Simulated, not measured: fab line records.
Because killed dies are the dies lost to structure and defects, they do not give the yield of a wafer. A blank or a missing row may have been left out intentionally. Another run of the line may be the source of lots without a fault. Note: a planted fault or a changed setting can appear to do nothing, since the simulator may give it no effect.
Which of the tools did it? -- flow gf180mcu -- Sampling: 14 lots, 42 wafers, 5 of 602 route steps

== WHAT EACH GAUGE READ, for each wafer ==
GF_HV_LDD_OVL_MEAS_32.
lot,measured,on,HV_LDD_02_OVL (nm)
L770,day 11 15:11,overlay-01,0.5 1.1 2.2
L771,day 11 18:26,overlay-01,2.8 1.1 2.8
L773,day 12 10:41,overlay-01,4.1 3.0 2.5
L774,day 12 15:59,overlay-01,1.9 1.9 1.5
L775,day 13 00:41,overlay-02,0.9 3.0 1.9
L777,day 13 18:08,overlay-01,1.8 1.5 1.5
L778,day 14 01:35,overlay-02,2.5 2.8 1.8
L779,day 14 12:47,overlay-02,-2.0 0.6 0.9
L781,day 14 19:37,overlay-01,1.9 1.0 1.0
L785,day 16 13:23,overlay-02,2.8 2.0 4.7
L786,day 16 14:11,overlay-02,3.3 4.3 0.9
L787,day 17 11:20,overlay-02,0.4 2.8 0.9
L791,day 18 15:59,overlay-01,2.1 3.3 1.1
L792,day 19 05:11,overlay-01,-1.2 1.2 1.2

GF_HV_LDD_CD_MEAS_46: the cd target is 400 nm.
lot,measured,on,cd-nm (nm)
L770,day 12 10:31,cd-sem-02,403.8 404.4 400.1
L771,day 12 14:41,cd-sem-01,396.1 395.2 396.7
L773,day 13 06:59,cd-sem-01,404.4 403.4 404.4
L774,day 13 12:20,cd-sem-02,400.4 400.8 399.2
L775,day 13 21:43,cd-sem-02,400.2 400.2 400.2
L777,day 14 15:40,cd-sem-01,395.1 399.0 393.3
L778,day 14 22:53,cd-sem-01,404.7 401.7 402.9
L779,day 15 10:19,cd-sem-01,397.0 394.7 394.0
L781,day 15 18:02,cd-sem-01,396.6 399.7 395.7
L785,day 17 12:33,cd-sem-01,400.8 398.2 397.7
L786,day 17 14:01,cd-sem-02,398.7 401.6 399.2
L787,day 18 10:52,cd-sem-02,395.8 398.8 396.8
L791,day 19 16:46,cd-sem-02,397.2 395.1 396.5
L792,day 20 05:43,cd-sem-01,401.6 404.9 404.1

GF_SAB_CD_MEAS_09: the cd target is 420 nm.
lot,measured,on,cd-nm (nm)
L770,day 15 04:01,cd-sem-02,421.2 420.7 421.3
L771,day 15 08:26,cd-sem-02,417.3 416.7 418.1
L773,day 16 03:50,cd-sem-02,421.5 421.9 424.0
L774,day 16 09:20,cd-sem-01,415.1 414.5 414.9
L775,day 16 19:10,cd-sem-02,419.4 419.0 423.3
L777,day 17 14:04,cd-sem-01,420.5 421.8 420.5
L778,day 17 21:35,cd-sem-01,418.3 417.7 418.7
L779,day 18 11:25,cd-sem-02,422.4 420.3 423.7
L781,day 18 19:02,cd-sem-01,421.7 421.3 423.2
L785,day 20 16:38,cd-sem-02,411.1 414.0 413.3
L786,day 20 19:28,cd-sem-01,413.7 412.5 410.9
L787,day 21 15:34,cd-sem-02,420.2 417.8 419.1
L791,day 22 20:19,cd-sem-02,418.4 420.1 419.1
L792,day 23 08:04,cd-sem-02,420.9 423.8 425.1

== WHICH TOOL RAN EACH LOT (tool, then ch and the chambers of the sampled wafers, then the start) ==
lot,GF_HV_LDD_RTA_52,GF_SAB_DEVELOP_08
L770,"rtp-anneal-01 ch 0, day 12 11:02","litho-track-04 ch 0, day 15 03:52"
L771,"rtp-anneal-01 ch 0, day 12 15:12","litho-track-02 ch 0, day 15 08:17"
L773,"rtp-anneal-01 ch 0, day 13 07:29","litho-track-01 ch 0, day 16 03:42"
L774,"rtp-anneal-02 ch 0, day 13 12:51","litho-track-04 ch 0, day 16 09:11"
L775,"rtp-anneal-02 ch 0, day 13 22:13","litho-track-01 ch 0, day 16 19:01"
L777,"rtp-anneal-02 ch 0, day 14 16:11","litho-track-01 ch 0, day 17 13:55"
L778,"rtp-anneal-02 ch 0, day 14 23:24","litho-track-02 ch 0, day 17 21:26"
L779,"rtp-anneal-02 ch 0, day 15 10:50","litho-track-04 ch 0, day 18 11:16"
L781,"rtp-anneal-02 ch 0, day 15 18:31","litho-track-01 ch 0, day 18 18:53"
L785,"rtp-anneal-02 ch 0, day 17 13:03","litho-track-01 ch 0, day 20 16:29"
L786,"rtp-anneal-01 ch 0, day 17 14:32","litho-track-01 ch 0, day 20 19:19"
L787,"rtp-anneal-01 ch 0, day 18 11:23","litho-track-04 ch 0, day 21 15:25"
L791,"rtp-anneal-01 ch 0, day 19 17:17","litho-track-04 ch 0, day 22 20:10"
L792,"rtp-anneal-02 ch 0, day 20 06:14","litho-track-04 ch 0, day 23 07:55"
- GF_HV_LDD_RTA_52: time 10 s.
- GF_SAB_DEVELOP_08: develop time 60 s.

== WHAT THE TOOLS THEMSELVES READ (means of the sampled wafers that have a number; where no wafer has one, the mark that the record gives instead) ==
GF_HV_LDD_RTA_52.
lot,tool,lamp-power-pct (%),wafer_temp_C_max
L770,rtp-anneal-01,35.3,1003.9
L771,rtp-anneal-01,35.3,1004.1
L773,rtp-anneal-01,35.4,1003.2
L774,rtp-anneal-02,36.0,1004.9
L775,rtp-anneal-02,35.9,1004.5
L777,rtp-anneal-02,36.0,1003.7
L778,rtp-anneal-02,35.9,1005.2
L779,rtp-anneal-02,35.9,1004.8
L781,rtp-anneal-02,36.0,1003.5
L785,rtp-anneal-02,35.9,1004.5
L786,rtp-anneal-01,35.3,1003.4
L787,rtp-anneal-01,35.3,1003.5
L791,rtp-anneal-01,35.3,1003.3
L792,rtp-anneal-02,35.9,1004.8

GF_SAB_DEVELOP_08.
lot,tool,developer-temp-C (C),resist-line-temp-C (C)
L770,litho-track-04,22.94,22.95
L771,litho-track-02,22.93,23.16
L773,litho-track-01,22.97,22.95
L774,litho-track-04,22.99,22.91
L775,litho-track-01,22.88,22.97
L777,litho-track-01,23.10,22.99
L778,litho-track-02,23.03,22.98
L779,litho-track-04,23.05,23.03
L781,litho-track-01,23.01,23.08
L785,litho-track-01,20.77,22.88
L786,litho-track-01,20.68,22.85
L787,litho-track-04,23.00,23.04
L791,litho-track-04,22.91,22.92
L792,litho-track-04,23.05,23.00

== THE ANSWER, worked out from the rows above alone ==
Rule: the usual values come from the lots themselves. Put in order of their means at a reading, lots are off if they are a third of the lots or fewer, leave a main group of 4 or more, and stand apart from it by a gap of 3 or more times the standard deviation of the main group's means; of several such gaps the widest counts. A main group whose means are all the same, to the digits that the tables above print for the reading, isn't used. Also off: a lot with no number at a reading for which 4 or more lots have one. All remaining lots with rows at the step are treated as sound. After the gauges, taken in route order, come the tools' own readings; for these a lot's mean is taken, as printed above. At the first step where some lot is off, the reading lying furthest off is the one used; lots without a number count as furthest.
Off, at GF_SAB_DEVELOP_08 on developer-temp-C: L785, L786. For the main group the mean is 22.99 C and the standard deviation 0.062.
If a tool, at that step or one of the process steps before it, ran each lot that is off and ran no sound lot following the first of them, it fits. One fits: litho-track-01 at GF_SAB_DEVELOP_08. A fault onset in the window from L781 (day 18 18:53, its last sound lot) to L785 (day 20 16:29, its first lot off) fits.
On the lots that are off, the tool's own readings at GF_SAB_DEVELOP_08 differ by more than 5 times the standard deviation of the sound lots' means, which bears it out; developer-temp-C reads 20.73 C there versus 22.99 C on the sound lots.

== WHAT THE SIMULATOR PUT IN ==
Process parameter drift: litho-track-01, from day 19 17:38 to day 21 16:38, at GF_SAB_DEVELOP_08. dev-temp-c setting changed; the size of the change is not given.
Struck lots among those shown: L785, L786. The same result came from the rule above.
